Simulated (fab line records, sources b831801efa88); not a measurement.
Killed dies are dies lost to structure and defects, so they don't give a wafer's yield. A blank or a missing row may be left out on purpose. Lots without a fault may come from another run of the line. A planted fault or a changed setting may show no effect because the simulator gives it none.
Which tool did it? | flow gf180mcu | 13 lots, 39 wafers sampled, at 4 steps of a route of 602

WHAT THE GAUGES READ, wafer by wafer
The record holds no reading of a measuring or inspecting step that can be judged against a usual standard deviation.

WHICH TOOL RAN EACH LOT (tool, then ch and the chambers of the sampled wafers, then the start)
lot  | GF_V2_SPUTTER_22             | GF_V2_CVD_23                  | GF_V2_CMP_26                  | GF_M3_SPUTTER_01
L236 | pvd_sputter-02, day 19 23:41 | cvd_w-02 ch 0,1, day 19 23:44 | cmp-02 ch 0,1,3, day 20 00:07 | pvd_sputter-01, day 20 00:25
L237 | pvd_sputter-03, day 20 07:55 | cvd_w-01 ch 0,1, day 20 07:58 | cmp-02 ch 0,1,3, day 20 08:34 | pvd_sputter-04, day 20 08:52
L239 | pvd_sputter-03, day 21 02:37 | cvd_w-02 ch 0,1, day 21 02:39 | cmp-02 ch 0,2, day 21 03:00   | pvd_sputter-03, day 21 03:21
L241 | pvd_sputter-01, day 21 22:49 | cvd_w-02 ch 0,1, day 21 22:52 | cmp-01 ch 1,2,3, day 21 23:09 | pvd_sputter-04, day 21 23:33
L242 | pvd_sputter-02, day 22 14:30 | cvd_w-02 ch 0,1, day 22 14:32 | cmp-02 ch 1,3, day 22 14:50   | pvd_sputter-01, day 22 15:14
L243 | pvd_sputter-03, day 23 04:04 | cvd_w-02 ch 0,1, day 23 04:07 | cmp-02 ch 1,2,3, day 23 04:24 | pvd_sputter-03, day 23 04:48
L245 | pvd_sputter-01, day 23 18:34 | cvd_w-01 ch 0,1, day 23 18:37 | cmp-01 ch 0,1,2, day 23 18:54 | pvd_sputter-04, day 23 19:18
L251 | pvd_sputter-01, day 26 01:05 | cvd_w-02 ch 0,1, day 26 01:10 | cmp-02 ch 0,1,2, day 26 01:28 | pvd_sputter-01, day 26 01:49
L252 | pvd_sputter-03, day 26 08:46 | cvd_w-01 ch 0,1, day 26 08:48 | cmp-02 ch 0,1,2, day 26 09:09 | pvd_sputter-01, day 26 09:30
L253 | pvd_sputter-02, day 26 12:34 | cvd_w-01 ch 0,1, day 26 12:37 | cmp-02 ch 0,2,3, day 26 13:00 | pvd_sputter-04, day 26 13:18
L254 | pvd_sputter-02, day 26 18:40 | cvd_w-01 ch 0,1, day 26 18:43 | cmp-02 ch 1,2,3, day 26 19:00 | pvd_sputter-04, day 26 19:24
L255 | pvd_sputter-01, day 27 02:55 | cvd_w-02 ch 0,1, day 27 02:59 | cmp-02 ch 0,1,3, day 27 03:20 | pvd_sputter-04, day 27 03:38
L256 | pvd_sputter-02, day 27 03:40 | cvd_w-01 ch 0,1, day 27 03:43 | cmp-01 ch 2,3, day 27 04:03   | pvd_sputter-01, day 27 04:24
- GF_V2_SPUTTER_22: material TiN, target thk 10 nm, time 40 s.
- GF_V2_CVD_23: deposits W, target thk 350 nm, time 104.94 s.
- GF_V2_CMP_26: polishes, stops on SiO2, t overpolish 15 s, target thk 0 nm.
- GF_M3_SPUTTER_01: material TiN, target thk 30 nm, time 25 s.

WHAT THE TOOLS THEMSELVES READ (means of the sampled wafers that have a number; where no wafer has one, the mark that the record gives instead)
GF_V2_SPUTTER_22. Usual: throttle_valve_pct 29.9 %, standard deviation 0.98.
lot  | tool           | throttle_valve_pct (%) | flag
L236 | pvd_sputter-02 | 29.7                   |
L237 | pvd_sputter-03 | 29.6                   |
L239 | pvd_sputter-03 | 29.6                   |
L241 | pvd_sputter-01 | 30.0                   |
L242 | pvd_sputter-02 | 29.8                   |
L243 | pvd_sputter-03 | 29.9                   |
L245 | pvd_sputter-01 | 30.0                   |
L251 | pvd_sputter-01 | 29.9                   |
L252 | pvd_sputter-03 | 29.9                   |
L253 | pvd_sputter-02 | 30.6                   |
L254 | pvd_sputter-02 | 29.5                   |
L255 | pvd_sputter-01 | 30.3                   |
L256 | pvd_sputter-02 | 30.5                   |

GF_V2_CVD_23. Usual: heater_power_outer_w 468 W, standard deviation 55; heater_power_w 813 W, standard deviation 78; susceptor_temp_C 400.01 C, standard deviation 0.19.
lot  | tool     | heater_power_outer_w (W) | heater_power_w (W) | susceptor_temp_C (C) | flag
L236 | cvd_w-02 | 488                      | 810                | 400.07               |
L237 | cvd_w-01 | 426                      | 761                | 400.04               |
L239 | cvd_w-02 | 518                      | 846                | 400.18               |
L241 | cvd_w-02 | 532                      | 869                | 399.95               |
L242 | cvd_w-02 | 522                      | 866                | 400.14               |
L243 | cvd_w-02 | 528                      | 859                | 400.17               |
L245 | cvd_w-01 | 434                      | 760                | 400.19               |
L251 | cvd_w-02 | 482                      | 814                | 399.98               |
L252 | cvd_w-01 | 426                      | 748                | 399.88               |
L253 | cvd_w-01 | 447                      | 812                | 399.90               |
L254 | cvd_w-01 | 429                      | 772                | 399.94               |
L255 | cvd_w-02 | 528                      | 866                | 400.11               |
L256 | cvd_w-01 | 448                      | 816                | 399.97               |

GF_V2_CMP_26. Usual: motor_current_A 11.4 A, standard deviation 1.5; overpolish_run_s 15.001 s, standard deviation 0.0089; platen_rpm 60.00 rpm, standard deviation 0.039; time_to_endpoint_s 84.0 s, standard deviation 2.7.
lot  | tool   | motor_current_A (A) | overpolish_run_s (s) | platen_rpm (rpm) | time_to_endpoint_s (s) | flag
L236 | cmp-02 | 10.8                | 15.006               | 60.01            | 83.6                   |
L237 | cmp-02 | 10.7                | 15.001               | 60.04            | 84.8                   |
L239 | cmp-02 | 12.3                | 15.000               | 60.03            | 81.7                   |
L241 | cmp-01 | 11.7                | 15.007               | 59.99            | 85.3                   |
L242 | cmp-02 | 10.0                | 15.005               | 58.02            | 87.2                   | OFF
L243 | cmp-02 | 11.3                | 14.999               | 58.04            | 88.8                   | OFF
L245 | cmp-01 | 12.4                | 15.000               | 59.97            | 81.9                   |
L251 | cmp-02 | 12.2                | 15.001               | 60.02            | 84.9                   |
L252 | cmp-02 | 12.3                | 15.005               | 60.03            | 83.0                   |
L253 | cmp-02 | 10.7                | 15.002               | 59.98            | 83.2                   |
L254 | cmp-02 | 11.2                | 15.000               | 60.00            | 86.8                   |
L255 | cmp-02 | 10.4                | 15.004               | 59.99            | 81.0                   |
L256 | cmp-01 | 11.4                | 15.004               | 59.98            | 86.3                   |

GF_M3_SPUTTER_01. Usual: throttle_valve_pct 30.1 %, standard deviation 0.86.
lot  | tool           | throttle_valve_pct (%) | flag
L236 | pvd_sputter-01 | 30.0                   |
L237 | pvd_sputter-04 | 30.9                   |
L239 | pvd_sputter-03 | 30.8                   |
L241 | pvd_sputter-04 | 30.7                   |
L242 | pvd_sputter-01 | 30.0                   |
L243 | pvd_sputter-03 | 28.5                   |
L245 | pvd_sputter-04 | 30.4                   |
L251 | pvd_sputter-01 | 30.2                   |
L252 | pvd_sputter-01 | 30.0                   |
L253 | pvd_sputter-04 | 30.2                   |
L254 | pvd_sputter-04 | 30.3                   |
L255 | pvd_sputter-04 | 30.5                   |
L256 | pvd_sputter-01 | 30.0                   |

THE ANSWER, worked out from the rows above alone
Rule: a lot is off if the mean of its wafers that have a number lies more than 3 standard deviations from the usual mean. A lot without any number at a reading at which 4 lots or more have one is off too. The other lots that the step has rows for count as sound. The gauges are gone through in route order, then the tools' own readings, and for those a lot's mean is taken as printed above. The first step at which some lot is off is used, and at that step the reading that is off furthest; a lot without a number counts as furthest.
Off: L242, L243, at GF_V2_CMP_26 (platen_rpm).
A tool fits if, at that step or a process step before it, it ran every lot that is off, and no sound lot after the first of them. None of those tried fits.

WHAT THE SIMULATOR HAD PUT IN
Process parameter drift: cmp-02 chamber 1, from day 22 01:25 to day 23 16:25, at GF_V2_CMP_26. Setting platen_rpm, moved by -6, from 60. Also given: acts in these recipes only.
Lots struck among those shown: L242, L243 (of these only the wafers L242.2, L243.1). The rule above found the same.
